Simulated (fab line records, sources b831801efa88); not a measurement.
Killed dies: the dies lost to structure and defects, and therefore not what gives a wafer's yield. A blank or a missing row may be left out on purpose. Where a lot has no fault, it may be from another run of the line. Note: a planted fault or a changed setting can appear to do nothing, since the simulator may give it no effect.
2 desks, one fault | flow sky130 | every desk sees just its own numbers, and what lay behind them comes last

== THE TOOL OWNER'S DESK: wetBench-02 ==
The tool's own readings at SKY_GATE_OXIDE_CLEAN_00 (cleans in SC1/SC2, time 150 s): means of the sampled wafers that have a number, for each lot that ran on this tool. The brackets show how far a lot's mean lies from the usual mean; more than 4 standard deviations puts the lot out of limits, marked OUT.
Columns: A = runLengthS at SKY_GATE_OXIDE_CLEAN_00, usual 179 s
lot  | first seen here | A
L268 | day 12 15:08    | 183
L269 | day 12 22:34    | 178
L274 | day 14 23:17    | 177
L277 | day 15 14:16    | 175
L278 | day 15 23:42    | 78 (-27) OUT
L280 | day 17 06:34    | 70 (-29) OUT
This desk finds L278, L280 out of limits, L278 being first, at day 15 23:42 (runLengthS at SKY_GATE_OXIDE_CLEAN_00). L268, L269, L274, L277: within limits.

== METROLOGY DESK ==
What the gauges read, lot by lot, whatever tool the lot ran on: means of the sampled wafers that have a number. The brackets show how far a lot's mean lies from the usual mean; more than 4 standard deviations puts the lot out of limits, marked OUT.
Columns: A = SONOS_ONO_OVL at SKY_SONOS_ONO_OVL_MEAS_14, usual 0.2 nm; B = GATE_OXIDE_TW at SKY_GATE_OXIDE_TW_MEAS_14, usual 224
lot  | first seen here | A    | B
L268 | day 12 14:49    | 1.3  | 225
L269 | day 12 22:16    | -0.0 | 225
L270 | day 13 04:25    | 0.3  | 219
L273 | day 14 09:18    | -1.0 | 228
L274 | day 14 23:00    | 1.2  | 228
L276 | day 15 08:59    | -2.0 | 220
L277 | day 15 13:59    | 1.6  | 228
L278 | day 15 23:25    | -0.6 | 224
L280 | day 17 06:17    | 2.3  | 218
L284 | day 18 10:21    | 0.8  | 218
L283 | day 18 10:56    | -0.1 | 217
L290 | day 20 07:48    | 0.6  | 217
L291 | day 20 14:13    | 2.2  | 229
This desk's verdict: no lot among the 13 shows anything out of limits.

== PUT TOGETHER ==
The tool owner's desk had the chance to raise an alarm at day 15 23:42 on L278, L280.
The metrology desk saw nothing out of limits.
The metrology desk holds a record of L278, L280, inside its limits.
SKY_GATE_OXIDE_CLEAN_00 was run on wetBench-02 by each of the lots named.

== WHAT THE SIMULATOR PUT IN ==
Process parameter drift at SKY_GATE_OXIDE_CLEAN_00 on wetBench-02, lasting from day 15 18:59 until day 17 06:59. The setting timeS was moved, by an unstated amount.
Lots struck among those shown: L278, L280.
Delay in hours, fault start to first out-of-limits reading, by desk: the tool owner's desk at 5.
